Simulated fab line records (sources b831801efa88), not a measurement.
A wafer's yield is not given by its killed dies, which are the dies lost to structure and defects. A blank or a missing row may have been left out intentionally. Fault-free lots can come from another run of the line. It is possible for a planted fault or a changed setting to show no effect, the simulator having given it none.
Which tool did it? || flow gf180mcu || 21 wafers sampled from 7 lots at 1 step of a route of 602

== WHAT THE GAUGES READ, wafer by wafer ==
GF_VT_IMPLANT_TW_MEAS_32.
{"lot": "L864", "measured": "day 7 17:59", "on": "film metro-04", "VT_IMPLANT_3_TW": "268.5 268.7 268.4"}
{"lot": "L870", "measured": "day 9 00:27", "on": "film metro-01", "VT_IMPLANT_3_TW": "266.8 266.8 268.9"}
{"lot": "L874", "measured": "day 10 03:31", "on": "film metro-01", "VT_IMPLANT_3_TW": "267.6 267.3 267.4"}
{"lot": "L876", "measured": "day 10 15:22", "on": "film metro-02", "VT_IMPLANT_3_TW": "264.1 265.1 263.3"}
{"lot": "L879", "measured": "day 11 15:00", "on": "film metro-01", "VT_IMPLANT_3_TW": "267.1 267.2 268.1"}
{"lot": "L881", "measured": "day 12 02:13", "on": "film metro-04", "VT_IMPLANT_3_TW": "269.9 270.3 269.1"}
{"lot": "L884", "measured": "day 12 20:06", "on": "film metro-01", "VT_IMPLANT_3_TW": "271.5 271.2 270.6"}

== WHICH TOOL RAN EACH LOT (tool, then ch and the chambers of the sampled wafers, then the start) ==
The record shows no process step preceding these readings.

== THE ANSWER, worked out from the rows above alone ==
Rule: the usual values come from the lots themselves. The widest of any qualifying gaps counts: lots, ordered by their means at a reading, are off when they make up no more than a third of the lots, leave a main group of 4 or more, and stand apart from it by 3 or more times the standard deviation of that group's means. Not used: any main group whose means are identical at the precision the tables above print for the reading. A lot without any number at a reading at which 4 lots or more have one is off too. Where the step has rows for the other lots, those lots are counted as sound.
Nothing can be told from this: no lot is off at any reading shown.

== WHAT HAD BEEN PUT IN BY THE SIMULATOR ==
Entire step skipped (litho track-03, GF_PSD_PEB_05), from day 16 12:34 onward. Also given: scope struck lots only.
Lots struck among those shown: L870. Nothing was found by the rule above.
